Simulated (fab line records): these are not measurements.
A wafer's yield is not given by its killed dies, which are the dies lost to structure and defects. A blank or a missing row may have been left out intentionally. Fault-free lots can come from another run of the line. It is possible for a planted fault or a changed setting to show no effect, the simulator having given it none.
fab line records -- flow gf180mcu
record lots=6, wafers=18, lastDay=34
route steps=602 shown HV_LDD@229 NSD@235 PSD@248
lots that met no fault: taken from a fault-free run of the same line
startH: start of the lot's first displayed wafer, in hours after the record's first day -- waitH: hours from the lot's prior step to this one -- " identical to the entry in the row above -- L1.1+2: several wafers, shown together as one row -- - no value, or no start given -- * or withheld: withheld -- < > ~ a bound
route shown NAME@n: a module of which the file shows steps, and the number in the route of the first -- usual: mean and standard deviation over wafers with no fault -- same: alike in all rows -- chamber/n: place in a boat -- sites: per-site readings -- _std_site: standard deviation across them -- _edge_site: the outer-site mean with the inner-site mean subtracted -- radiusMm: how far each site lies from the wafer's centre -- mask NAME#n: copy n -- behind: the last tool/chamber to shape the wafer -- hold: cause of the lot's hold/its duration in hours/its outcome -- device: transistor that didn't switch, given as n, p or np -- end of line: the same wafers' tests at the end of the route -- step lacking rows: just its recipe -- killed: the dies lost at the first sort to structure and to defects; this is not the yield of the wafer -- map: dies across one wafer; x = killed, . = not, _ = none there
set.NAME: the setting that was run; set.NAME@STEP: the one run at that earlier step -- model.NAME: the simulator's own value behind a step, which no gauge read
a table for each step, a row for each wafer; lots at some steps of the route
services: from which hour (startH, from the record's first day; less than 0 if before it) a tool's chamber was out of use, for how many hours, and why
## steps
# step GF_HV_LDD_RS_MEAS_53
# recipe thkMeasGauge=four-point-probe
# usual HV_LDD_RS=418.3/1
lot.wafer,tool,chamber,startH,waitH,HV_LDD_RS[ohm/sq]
L313.1,filmMetro-03,-,315.67,0.1,418.0
L313.2,filmMetro-03,-,315.67,0.1,418.7
L313.5,filmMetro-03,-,315.67,0.1,417.4
L315.3,filmMetro-01,-,327.39,0.1,418.0
L315.5,filmMetro-01,-,327.39,0.1,417.7
L315.6,filmMetro-01,-,327.39,0.1,418.1
L324.1,filmMetro-04,-,402.11,0.1,417.7
L324.3,filmMetro-04,-,402.11,0.1,417.3
L324.6,filmMetro-04,-,402.11,0.1,416.7
L326.3,filmMetro-01,-,418.83,0.1,419.0
L326.4,filmMetro-01,-,418.83,0.1,418.4
L326.6,filmMetro-01,-,418.83,0.1,418.3
L327.2,filmMetro-01,-,424.39,0.1,417.7
L327.5,filmMetro-01,-,424.39,0.1,417.6
L327.6,filmMetro-01,-,424.39,0.1,417.1
L331.2,filmMetro-04,-,459.88,0.1,417.9
L331.4,filmMetro-04,-,459.88,0.1,417.7
L331.5,filmMetro-04,-,459.88,0.1,418.6
# step GF_HV_LDD_CVD_54
# recipe material=SiO2, targetThkNm=10, precursor=TEOS, tempC=680, timeS=75, pressureMtorr=400
# step GF_HV_LDD_THK_MEAS_55
# recipe reads=SiO2_of_HV_LDD_CVD_54
# usual HV_LDD_CVD_54_THK=10.05/0.16
lot.wafer,tool,chamber,startH,waitH,HV_LDD_CVD_54_THK[nm]
L313.1,filmMetro-04,-,316.81,0.0,10.23
L313.2,filmMetro-04,-,316.81,0.0,10.36
L313.5,filmMetro-04,-,316.81,0.0,10.25
L315.3,filmMetro-01,-,328.51,0.0,9.82
L315.5,filmMetro-01,-,328.51,0.0,10.03
L315.6,filmMetro-01,-,328.51,0.0,10.04
L324.1,filmMetro-01,-,403.25,0.0,9.87
L324.3,filmMetro-01,-,403.25,0.0,9.99
L324.6,filmMetro-01,-,403.25,0.0,9.96
L326.3,filmMetro-01,-,419.95,0.0,9.83
L326.4,filmMetro-01,-,419.95,0.0,9.80
L326.6,filmMetro-01,-,419.95,0.0,9.77
L327.2,filmMetro-01,-,425.52,0.0,10.13
L327.5,filmMetro-01,-,425.52,0.0,9.94
L327.6,filmMetro-01,-,425.52,0.0,10.07
L331.2,filmMetro-01,-,461.01,0.0,9.81
L331.4,filmMetro-01,-,461.01,0.0,9.89
L331.5,filmMetro-01,-,461.01,0.0,9.73
# step GF_HV_LDD_CVD_56
# recipe material=Si3N4, precursor=DCS/NH3, targetThkNm=90, tempC=770, timeS=1543, pressureMtorr=250
# step GF_HV_LDD_THK_MEAS_57
# recipe reads=Si3N4_of_HV_LDD_CVD_56
# usual HV_LDD_CVD_56_THK=90.1/0.95
lot.wafer,tool,chamber,startH,waitH,HV_LDD_CVD_56_THK[nm]
L313.1,filmMetro-01,-,318.30,0.0,88.3
L313.2,filmMetro-01,-,318.30,0.0,88.9
L313.5,filmMetro-01,-,318.30,0.0,88.5
L315.3,filmMetro-04,-,330.00,0.0,89.4
L315.5,filmMetro-04,-,330.00,0.0,89.6
L315.6,filmMetro-04,-,330.00,0.0,89.4
L324.1,filmMetro-03,-,404.74,0.0,91.2
L324.3,filmMetro-03,-,404.74,0.0,91.5
L324.6,filmMetro-03,-,404.74,0.0,90.5
L326.3,filmMetro-01,-,422.15,0.0,90.8
L326.4,filmMetro-01,-,422.15,0.0,90.7
L326.6,filmMetro-01,-,422.15,0.0,90.5
L327.2,filmMetro-04,-,427.01,0.0,89.7
L327.5,filmMetro-04,-,427.01,0.0,90.5
L327.6,filmMetro-04,-,427.01,0.0,90.0
L331.2,filmMetro-01,-,462.50,0.0,90.1
L331.4,filmMetro-01,-,462.50,0.0,91.0
L331.5,filmMetro-01,-,462.50,0.0,90.7
# step GF_HV_LDD_ETCHBACK_58
# recipe chemistry=CH3F/O2, target=Si3N4, stopOn=SiO2, sourceW=400, biasW=80, pressureMtorr=25, ch3fFlowSccm=40, O2_flow_sccm=30, timeS=100, targetDepthA=900
# usual ch3fFlowSccm=39.99/0.13, drypumpMotorCurrentA=6.1/0.45, oesProductAu=0.844/0.0064, rfFwdPowerW=397.1/1.6, throttleValvePct=10.561/0.0092
lot.wafer,tool,chamber,startH,waitH,ch3fFlowSccm,drypumpMotorCurrentA,oesProductAu,rfFwdPowerW,rfHoursCounterH,throttleValvePct
L313.1,rieDiel-01,0,318.36,0.1,40.15,6.6,0.828,398.8,63,10.572
L313.2,rieDiel-01,2,318.36,0.1,39.98,5.8,0.832,393.7,80,10.553
L313.5,rieDiel-01,0,318.36,0.1,40.16,6.6,0.830,397.8,-,10.540
L315.3,rieDiel-01,3,330.04,0.0,40.05,6.2,0.840,399.3,62,10.552
L315.5,rieDiel-01,1,330.04,0.0,40.05,6.3,0.833,397.0,-,10.558
L315.6,rieDiel-01,0,330.04,0.0,39.88,6.6,0.831,397.6,-,10.563
L324.1,rieDiel-01,1,404.80,0.1,40.00,6.3,0.846,394.7,3,10.548
L324.3,rieDiel-01,3,404.80,0.1,40.23,6.2,0.845,397.6,64,10.555
L324.6,rieDiel-01,1,404.80,0.1,40.04,6.3,0.843,394.2,-,10.557
L326.3,rieDiel-01,3,422.19,0.0,39.92,6.2,0.838,397.3,64,10.551
L326.4,rieDiel-01,0,422.19,0.0,39.86,6.6,0.848,397.6,66,10.541
L326.6,rieDiel-01,1,422.19,0.0,39.99,6.3,0.845,395.3,-,10.566
L327.2,rieDiel-01,3,427.06,0.0,40.14,6.3,0.843,396.0,64,10.552
L327.5,rieDiel-01,0,427.06,0.0,39.81,6.6,0.843,397.2,-,10.567
L327.6,rieDiel-01,1,427.06,0.0,39.88,6.3,0.849,393.6,-,10.569
L331.2,rieDiel-01,2,462.55,0.0,40.05,5.8,0.845,396.2,84,10.552
L331.4,rieDiel-01,2,462.55,0.0,40.14,5.8,0.844,395.7,-,10.556
L331.5,rieDiel-01,3,462.55,0.0,39.68,6.2,0.850,394.8,-,10.573
# step GF_NSD_DEHYDRATE_00
# recipe tempC=200, timeS=60
# step GF_NSD_HMDS_01
# recipe primeTimeS=60, primeTempC=120
# step GF_NSD_COAT_02
# recipe resist=NOVOLAK, spinRpm=3000, resistThkNm=1000
# step GF_NSD_SOFTBAKE_03
# recipe tempC=90, timeS=60, resist=NOVOLAK
# step GF_NSD_EXPOSE_04
# recipe maskId=Nplus, targetCdNm=400, na=0.6, sourceShape=conventional, sigmaOuter=0.6, doseMj=140
# step GF_NSD_PEB_05
# recipe tempC=withheld, timeS=*, resist=NOVOLAK
# step GF_NSD_DEVELOP_06
# recipe developTimeS=60, devTempC=23
# usual chillPlateTempC=23.00/0.11
lot.wafer,tool,chamber,startH,waitH,chillPlateTempC
L313.1,lithoTrack-03,0,338.38,0.1,23.10
L313.2,lithoTrack-03,0,338.38,0.1,23.06
L313.5,lithoTrack-03,0,338.38,0.1,22.98
L315.3,lithoTrack-01,0,351.17,0.1,23.05
L315.5,lithoTrack-01,0,351.17,0.1,22.93
L315.6,lithoTrack-01,0,351.17,0.1,22.80
L324.1,lithoTrack-04,0,428.08,0.1,22.98
L324.3,lithoTrack-04,0,428.08,0.1,22.94
L324.6,lithoTrack-04,0,428.08,0.1,23.01
L326.3,lithoTrack-03,0,445.07,0.1,23.04
L326.4,lithoTrack-03,0,445.07,0.1,23.04
L326.6,lithoTrack-03,0,445.07,0.1,22.91
L327.2,lithoTrack-03,0,451.40,0.1,22.95
L327.5,lithoTrack-03,0,451.40,0.1,23.00
L327.6,lithoTrack-03,0,451.40,0.1,22.93
L331.2,lithoTrack-04,0,486.55,0.1,22.87
L331.4,lithoTrack-04,0,486.55,0.1,23.09
L331.5,lithoTrack-04,0,486.55,0.1,23.20
# step GF_NSD_CD_MEAS_07
# recipe targetCdNm=400
# usual cdNm=399.9/2.1
lot.wafer,tool,chamber,startH,waitH,cdNm
L313.1,cdSem-02,-,338.53,0.1,402.2
L313.2,cdSem-02,-,338.53,0.1,400.9
L313.5,cdSem-02,-,338.53,0.1,401.1
L315.3,cdSem-01,-,351.31,0.1,402.0
L315.5,cdSem-01,-,351.31,0.1,400.5
L315.6,cdSem-01,-,351.31,0.1,398.8
L324.1,cdSem-02,-,428.23,0.1,400.9
L324.3,cdSem-02,-,428.23,0.1,399.3
L324.6,cdSem-02,-,428.23,0.1,399.8
L326.3,cdSem-02,-,445.21,0.1,-
L326.4,cdSem-02,-,445.21,0.1,-
L326.6,cdSem-02,-,445.21,0.1,-
L327.2,cdSem-02,-,451.54,0.1,-
L327.5,cdSem-02,-,451.54,0.1,-
L327.6,cdSem-02,-,451.54,0.1,-
L331.2,cdSem-02,-,486.70,0.1,400.1
L331.4,cdSem-02,-,486.70,0.1,400.0
L331.5,cdSem-02,-,486.70,0.1,398.3
# step GF_NSD_OVL_MEAS_08
# usual NSD_OVL=-0.4/1.4
lot.wafer,tool,chamber,startH,waitH,NSD_OVL[nm]
L313.1,overlay-01,-,338.65,0.1,-0.5
L313.2,overlay-01,-,338.65,0.1,-2.6
L313.5,overlay-01,-,338.65,0.1,0.3
L315.3,overlay-01,-,351.40,0.1,-2.8
L315.5,overlay-01,-,351.40,0.1,-0.8
L315.6,overlay-01,-,351.40,0.1,-1.0
L324.1,overlay-01,-,428.35,0.1,-2.3
L324.3,overlay-01,-,428.35,0.1,-2.4
L324.6,overlay-01,-,428.35,0.1,-2.5
L326.3,overlay-01,-,445.31,0.1,-
L326.4,overlay-01,-,445.31,0.1,-
L326.6,overlay-01,-,445.31,0.1,-
L327.2,overlay-02,-,451.65,0.1,-
L327.5,overlay-02,-,451.65,0.1,-
L327.6,overlay-02,-,451.65,0.1,-
L331.2,overlay-01,-,486.80,0.1,-0.2
L331.4,overlay-01,-,486.80,0.1,-0.1
L331.5,overlay-01,-,486.80,0.1,1.4
# step GF_NSD_IMPLANT_09
# recipe species=As, energyKev=60, doseCm2=4e+15, tiltDeg=7
# step GF_NSD_IMPLANT_10
# recipe species=P, energyKev=40, doseCm2=5e+14, tiltDeg=7
# step GF_NSD_STRIP_11
# recipe chemistry=O2/N2, powerW=1400, pressureMtorr=1500, platenTempC=250, o2FlowSccm=3000, n2FlowSccm=300, overashFraction=0.5
# usual drypumpMotorCurrentA=5.85/0.26, heaterPowerW=308/44, oesProductAu=0.486/0.0045, platenTempC=249.97/0.18, stripTimeToEndpointS=22.95/0.034
lot.wafer,tool,chamber,startH,waitH,drypumpMotorCurrentA,heaterPowerW,oesProductAu,platenTempC,rfHoursCounterH,stripTimeToEndpointS
L313.1,plasmaAsher-01,1,338.98,0.1,5.54,366,0.485,249.95,55,22.95
L313.2,plasmaAsher-01,0,338.98,0.1,5.87,323,0.485,249.64,55,22.92
L313.5,plasmaAsher-01,0,338.98,0.1,5.91,325,0.477,250.03,-,22.87
L315.3,plasmaAsher-01,1,351.76,0.1,5.57,364,0.485,249.82,-,22.93
L315.5,plasmaAsher-01,0,351.76,0.1,5.87,325,0.486,250.34,-,22.96
L315.6,plasmaAsher-01,1,351.76,0.1,5.55,368,0.490,250.08,-,22.93
L324.1,plasmaAsher-04,0,428.68,0.1,6.24,240,0.481,250.12,82,22.88
L324.3,plasmaAsher-04,1,428.68,0.1,5.71,327,0.485,250.20,-,22.94
L324.6,plasmaAsher-04,1,428.68,0.1,5.71,324,0.483,250.07,-,22.93
L326.3,plasmaAsher-04,0,445.66,0.1,6.25,238,0.487,250.07,-,22.97
L326.4,plasmaAsher-04,1,445.66,0.1,5.71,323,0.485,250.13,-,22.92
L326.6,plasmaAsher-04,1,445.66,0.1,5.69,321,0.488,250.46,-,22.93
L327.2,plasmaAsher-04,0,451.98,0.1,6.23,243,0.482,249.97,85,22.93
L327.5,plasmaAsher-04,1,451.98,0.1,5.72,322,0.485,249.85,-,22.97
L327.6,plasmaAsher-04,0,451.98,0.1,6.21,244,0.482,250.16,-,22.96
L331.2,plasmaAsher-04,1,487.13,0.1,5.71,323,0.484,250.26,89,22.99
L331.4,plasmaAsher-04,0,487.13,0.1,6.23,238,0.493,249.95,-,22.98
L331.5,plasmaAsher-04,0,487.13,0.1,6.26,236,0.486,250.07,-,22.93
# step GF_NSD_TW_MEAS_12
# usual NSD_TW=4207/20
lot.wafer,tool,chamber,startH,waitH,NSD_TW
L313.1,filmMetro-01,-,339.08,0.1,4216
L313.2,filmMetro-01,-,339.08,0.1,4223
L313.5,filmMetro-01,-,339.08,0.1,4207
L315.3,filmMetro-01,-,351.85,0.1,4214
L315.5,filmMetro-01,-,351.85,0.1,4198
L315.6,filmMetro-01,-,351.85,0.1,4213
L324.1,filmMetro-04,-,428.78,0.1,4239
L324.3,filmMetro-04,-,428.78,0.1,4209
L324.6,filmMetro-04,-,428.78,0.1,4211
L326.3,filmMetro-02,-,445.75,0.1,30
L326.4,filmMetro-02,-,445.75,0.1,30
L326.6,filmMetro-02,-,445.75,0.1,30
L327.2,filmMetro-02,-,452.09,0.1,30
L327.5,filmMetro-02,-,452.09,0.1,30
L327.6,filmMetro-02,-,452.09,0.1,30
L331.2,filmMetro-04,-,487.24,0.1,4199
L331.4,filmMetro-04,-,487.24,0.1,4200
L331.5,filmMetro-04,-,487.24,0.1,4197
# step GF_PSD_DEHYDRATE_00
# recipe tempC=200, timeS=60
## services
tool,chamber,startH,hours,kind
rieDiel-01,3,297.51,6.8,repair
plasmaAsher-04,-,303.38,2.0,repair
plasmaAsher-01,-,361.93,2.8,pm
rieDiel-01,1,384.30,4.4,repair
rieDiel-01,-,389.11,0.7,repair
rieDiel-01,2,403.86,1.7,repair
plasmaAsher-01,-,438.98,3.6,repair
plasmaAsher-01,-,442.15,6.5,repair
rieDiel-01,1,461.22,2.5,repair
rieDiel-01,3,482.41,9.5,repair
## key
firstSign step=GF_NSD_CD_MEAS_07, reading=cdNm, direction=missing
effect step=GF_NSD_OVL_MEAS_08, reading=NSD_OVL, direction=missing
effect step=GF_NSD_TW_MEAS_12, reading=NSD_TW, direction=down, sigmas=99+, usual=4207, struck=30
metAt GF_NSD_DEVELOP_06
struckWafers L326.3,L326.4,L326.6,L327.2,L327.5,L327.6
sortLeftOut L326.3,L326.4,L326.6,L327.2,L327.5,L327.6
testerLeftOut L326,L327
onsetBetween 338.38 445.07
fault kind=processParameterDrift, tool=lithoTrack-03, chamber=-, onsetH=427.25, steps=GF_NSD_DEVELOP_06, channel=developTimeS, offset=*, shape=step, endH=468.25, actsIn=*, stated=*
# testerLeftOut: of these lots the tester's yield and bins aren't shown, on N5 and GAA mostly nor the transistor test; their killed dies are dies lost to structure and defects alone, not to doping, threshold or leakage, so they don't give the yield
# sortLeftOut: the simulated sort isn't trusted on such a fault, so these wafers' sort isn't shown, and their yield isn't known
